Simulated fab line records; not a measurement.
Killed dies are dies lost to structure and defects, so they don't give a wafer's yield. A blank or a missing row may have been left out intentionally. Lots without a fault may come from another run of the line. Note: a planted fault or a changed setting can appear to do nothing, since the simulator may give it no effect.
Chamber matching || flow sky130 || 3 sister chambers for SKY_CONTACT_CVD_00 on pecvd-01
The step deposits Si3N4, target thk 75 nm. 22 wafers are shown with their chamber, then 11 later ones without.

== WAFERS WITH THEIR CHAMBER ==
{"wafer": "L074.1", "chamber": 0, "heater_power_w (W)": 708}
{"wafer": "L074.2", "chamber": 2, "heater_power_w (W)": 619}
{"wafer": "L074.3", "chamber": 1, "heater_power_w (W)": 842}
{"wafer": "L075.1", "chamber": 2, "heater_power_w (W)": 561}
{"wafer": "L075.3", "chamber": 1, "heater_power_w (W)": 777}
{"wafer": "L075.4", "chamber": 0, "heater_power_w (W)": 682}
{"wafer": "L078.4", "chamber": 0, "heater_power_w (W)": 682}
{"wafer": "L078.5", "chamber": 1, "heater_power_w (W)": 822}
{"wafer": "L078.6", "chamber": 2, "heater_power_w (W)": 628}
{"wafer": "L080.1", "chamber": 1, "heater_power_w (W)": 723}
{"wafer": "L080.2", "chamber": 2, "heater_power_w (W)": 556}
{"wafer": "L080.6", "chamber": 0, "heater_power_w (W)": 749}
{"wafer": "L082.1", "chamber": 1, "heater_power_w (W)": 714}
{"wafer": "L082.3", "chamber": 2, "heater_power_w (W)": 568}
{"wafer": "L082.6", "chamber": 1, "heater_power_w (W)": 717}
{"wafer": "L083.2", "chamber": 0, "heater_power_w (W)": 827}
{"wafer": "L083.4", "chamber": 0, "heater_power_w (W)": 656}
{"wafer": "L083.6", "chamber": 2, "heater_power_w (W)": 572}
{"wafer": "L089.1", "chamber": 2, "heater_power_w (W)": 646}
{"wafer": "L089.5", "chamber": 2, "heater_power_w (W)": 640}
{"wafer": "L089.6", "chamber": 0, "heater_power_w (W)": 735}
{"wafer": "L090.1", "chamber": 1, "heater_power_w (W)": 816}

SIGNATURES, as means of the wafers listed above
{"reading": "heater_power_w", "chamber 0": 719.86, "chamber 1": 773.00, "chamber 2": 598.75, "scatter within a chamber": 50.2}
Rule: for a wafer and a chamber, the distance is found by dividing, reading by reading, the gap between the wafer's reading and the chamber's mean by the reading's scatter, squaring, summing and taking the root. If the next closest chamber is less than 2 further off than the closest, the wafer can't be placed; otherwise it belongs to the closest. The scatter: take each reading less its chamber's mean, square it, sum over the shown wafers, divide by the number of wafers less the number of chambers, and take the root.

== WAFERS WHOSE CHAMBER IS MISSING ==
{"wafer": "L090.4", "heater_power_w (W)": 569}
{"wafer": "L090.5", "heater_power_w (W)": 803}
{"wafer": "L093.1", "heater_power_w (W)": 643}
{"wafer": "L093.2", "heater_power_w (W)": 771}
{"wafer": "L093.3", "heater_power_w (W)": 780}
{"wafer": "L093.4", "heater_power_w (W)": 782}
{"wafer": "L093.5", "heater_power_w (W)": 755}
{"wafer": "L093.6", "heater_power_w (W)": 658}
{"wafer": "L097.1", "heater_power_w (W)": 732}
{"wafer": "L097.2", "heater_power_w (W)": 573}
{"wafer": "L097.3", "heater_power_w (W)": 762}

== EACH ONE'S CHAMBER ==
{"wafer": "L090.4", "from the rows above": 2, "in truth": 2}
{"wafer": "L090.5", "from the rows above": "can't be placed: 1 or 0", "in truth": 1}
{"wafer": "L093.1", "from the rows above": "can't be placed: 2 or 0 or 1", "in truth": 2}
{"wafer": "L093.2", "from the rows above": "can't be placed: 1 or 0", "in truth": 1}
{"wafer": "L093.3", "from the rows above": "can't be placed: 1 or 0", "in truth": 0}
{"wafer": "L093.4", "from the rows above": "can't be placed: 1 or 0", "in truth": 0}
{"wafer": "L093.5", "from the rows above": "can't be placed: 1 or 0", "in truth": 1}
{"wafer": "L093.6", "from the rows above": "can't be placed: 2 or 0 or 1", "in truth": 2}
{"wafer": "L097.1", "from the rows above": "can't be placed: 0 or 1", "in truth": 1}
{"wafer": "L097.2", "from the rows above": 2, "in truth": 2}
{"wafer": "L097.3", "from the rows above": "can't be placed: 1 or 0", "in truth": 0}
Placed correctly: 2 of 11. Unplaceable from these rows: 9, with the true chamber sitting among the candidates in 9. Wrongly placed: 0.
